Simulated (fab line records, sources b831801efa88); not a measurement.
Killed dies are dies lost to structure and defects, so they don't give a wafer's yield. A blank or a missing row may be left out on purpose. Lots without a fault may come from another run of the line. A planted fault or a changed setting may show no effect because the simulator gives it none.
Which tool did it? | flow gf180mcu | 12 lots, 36 wafers sampled, at 5 steps of a route of 602

WHAT THE GAUGES READ, wafer by wafer
GF_V2_THK_MEAS_25: measures by xrf. Usual: V2_W_THK 355 nm, standard deviation 7.1.
lot  | measured     | on            | V2_W_THK (nm) | flag
L648 | day 21 02:46 | film_metro-01 | 344 347 348   |
L649 | day 21 17:02 | film_metro-01 | 342 342 345   |
L650 | day 22 05:04 | film_metro-04 | 346 349 350   |
L652 | day 22 17:34 | film_metro-02 | 365 364 364   |
L653 | day 22 21:44 | film_metro-04 | 350 354 351   |
L663 | day 26 07:01 | film_metro-02 | 358 359 358   |
L664 | day 27 00:09 | film_metro-02 | 359 359 369   |
L665 | day 27 04:52 | film_metro-04 | 360 353 355   |
L666 | day 27 07:12 | film_metro-02 | 359 362 360   |
L667 | day 27 09:37 | film_metro-01 | 348 348 342   |
L668 | day 27 18:53 | film_metro-02 | 363 358 361   |
L669 | day 28 02:46 | film_metro-02 | 355 355 352   |

GF_M4_CD_MEAS_14: target cd 280 nm. Usual: cd_nm 280.3 nm, standard deviation 1.1.
lot  | measured     | on        | cd_nm (nm)        | flag
L648 | day 24 03:41 | cd_sem-01 | 281.4 281.2 280.2 |
L649 | day 24 17:24 | cd_sem-02 | 278.7 279.1 279.1 |
L650 | day 25 03:47 | cd_sem-02 | 278.7 277.8 278.9 |
L652 | day 25 15:18 | cd_sem-02 | 272.2 272.8 272.1 | OFF
L653 | day 25 19:19 | cd_sem-01 | 272.9 272.2 272.5 | OFF
L663 | day 28 20:52 | cd_sem-01 | 280.1 279.7 280.1 |
L664 | day 29 14:17 | cd_sem-01 | 279.3 280.7 279.6 |
L665 | day 29 17:50 | cd_sem-01 | 281.0 281.7 281.3 |
L666 | day 29 21:53 | cd_sem-01 | 278.5 279.1 279.4 |
L667 | day 29 23:33 | cd_sem-02 | 281.4 280.4 281.2 |
L668 | day 30 07:39 | cd_sem-02 | 280.3 281.6 282.2 |
L669 | day 30 14:23 | cd_sem-01 | 279.0 279.6 279.6 |

WHICH TOOL RAN EACH LOT (tool, then ch and the chambers of the sampled wafers, then the start)
lot  | GF_V2_CVD_23                  | GF_M3_SPUTTER_02             | GF_M4_PEB_12
L648 | cvd_w-01 ch 0,1, day 21 02:32 | pvd_sputter-02, day 21 03:15 | litho_track-04 ch 0, day 24 03:20
L649 | cvd_w-01 ch 1, day 21 16:47   | pvd_sputter-01, day 21 17:31 | litho_track-02 ch 0, day 24 17:04
L650 | cvd_w-01 ch 0,1, day 22 04:50 | pvd_sputter-01, day 22 05:34 | litho_track-04 ch 0, day 25 03:26
L652 | cvd_w-02 ch 0,1, day 22 17:19 | pvd_sputter-01, day 22 18:02 | litho_track-02 ch 0, day 25 14:58
L653 | cvd_w-02 ch 0,1, day 22 21:31 | pvd_sputter-02, day 22 22:13 | litho_track-02 ch 0, day 25 18:59
L663 | cvd_w-02 ch 0,1, day 26 06:49 | pvd_sputter-02, day 26 07:40 | litho_track-02 ch 0, day 28 20:32
L664 | cvd_w-01 ch 1, day 26 23:48   | pvd_sputter-02, day 27 00:38 | litho_track-02 ch 0, day 29 13:56
L665 | cvd_w-01 ch 0,1, day 27 04:37 | pvd_sputter-03, day 27 05:20 | litho_track-03 ch 0, day 29 17:30
L666 | cvd_w-02 ch 1, day 27 06:58   | pvd_sputter-01, day 27 07:41 | litho_track-03 ch 0, day 29 21:33
L667 | cvd_w-01 ch 0,1, day 27 09:22 | pvd_sputter-01, day 27 10:05 | litho_track-02 ch 0, day 29 23:13
L668 | cvd_w-02 ch 0,1, day 27 18:38 | pvd_sputter-03, day 27 19:22 | litho_track-02 ch 0, day 30 07:19
L669 | cvd_w-01 ch 0,1, day 28 02:29 | pvd_sputter-01, day 28 03:15 | litho_track-02 ch 0, day 30 14:02
- GF_V2_CVD_23: deposits W, target thk 350 nm, time 104.94 s.
- GF_M3_SPUTTER_02: material AlCu, target thk 450 nm, time 23.9 s.
- GF_M4_PEB_12: peb time 90 s.

WHAT THE TOOLS THEMSELVES READ (means of the sampled wafers that have a number; where no wafer has one, the mark that the record gives instead)
GF_V2_CVD_23. Usual: heater_power_w 796 W, standard deviation 55.
lot  | tool     | heater_power_w (W) | flag
L648 | cvd_w-01 | 757                |
L649 | cvd_w-01 | 874                |
L650 | cvd_w-01 | 762                |
L652 | cvd_w-02 | 812                |
L653 | cvd_w-02 | 794                |
L663 | cvd_w-02 | 796                |
L664 | cvd_w-01 | 873                |
L665 | cvd_w-01 | 831                |
L666 | cvd_w-02 | 831                |
L667 | cvd_w-01 | 779                |
L668 | cvd_w-02 | 779                |
L669 | cvd_w-01 | 765                |

GF_M3_SPUTTER_02. Usual: chamber_pressure_pa 0.4000 Pa, standard deviation 0.00091; throttle_valve_pct 30.0 %, standard deviation 0.83.
lot  | tool           | chamber_pressure_pa (Pa) | throttle_valve_pct (%) | flag
L648 | pvd_sputter-02 | 0.4005                   | 29.2                   |
L649 | pvd_sputter-01 | 0.3996                   | 30.2                   |
L650 | pvd_sputter-01 | 0.3999                   | 30.2                   |
L652 | pvd_sputter-01 | 0.3990                   | 30.1                   |
L653 | pvd_sputter-02 | 0.4005                   | 29.8                   |
L663 | pvd_sputter-02 | 0.4001                   | 29.2                   |
L664 | pvd_sputter-02 | 0.4002                   | 29.7                   |
L665 | pvd_sputter-03 | 0.3992                   | 30.7                   |
L666 | pvd_sputter-01 | 0.4007                   | 30.0                   |
L667 | pvd_sputter-01 | 0.4000                   | 30.1                   |
L668 | pvd_sputter-03 | 0.3994                   | 30.7                   |
L669 | pvd_sputter-01 | 0.4008                   | 30.2                   |

GF_M4_PEB_12. Usual: heater_power_total_W 85.70 W, standard deviation 0.077; plate_temp_C 135.02 C, standard deviation 0.16.
lot  | tool           | heater_power_total_W (W) | plate_temp_C (C) | flag
L648 | litho_track-04 | 85.67                    | 134.88           |
L649 | litho_track-02 | 85.69                    | 135.10           |
L650 | litho_track-04 | 85.58                    | 135.16           |
L652 | litho_track-02 | 88.41                    | 138.29           | OFF
L653 | litho_track-02 | 88.49                    | 138.53           | OFF
L663 | litho_track-02 | 85.68                    | 135.09           |
L664 | litho_track-02 | 85.59                    | 134.90           |
L665 | litho_track-03 | 85.68                    | 134.91           |
L666 | litho_track-03 | 85.79                    | 134.92           |
L667 | litho_track-02 | 85.69                    | 135.03           |
L668 | litho_track-02 | 85.70                    | 135.06           |
L669 | litho_track-02 | 85.68                    | 134.94           |

THE ANSWER, worked out from the rows above alone
Rule: a lot is off if the mean of its wafers that have a number lies more than 3 standard deviations from the usual mean. A lot without any number at a reading at which 4 lots or more have one is off too. The other lots that the step has rows for count as sound. The gauges are gone through in route order, then the tools' own readings, and for those a lot's mean is taken as printed above. The first step at which some lot is off is used, and at that step the reading that is off furthest; a lot without a number counts as furthest.
Off: L652, L653, at GF_M4_CD_MEAS_14 (cd_nm).
A tool fits if, at a process step before that reading, it ran every lot that is off, and no sound lot after the first of them. The gauges at GF_M4_CD_MEAS_14 aren't tried: what is off there is off at GF_M4_PEB_12 too, on other tools, and a gauge's error can't cause that. None of those tried fits.

WHAT THE SIMULATOR HAD PUT IN
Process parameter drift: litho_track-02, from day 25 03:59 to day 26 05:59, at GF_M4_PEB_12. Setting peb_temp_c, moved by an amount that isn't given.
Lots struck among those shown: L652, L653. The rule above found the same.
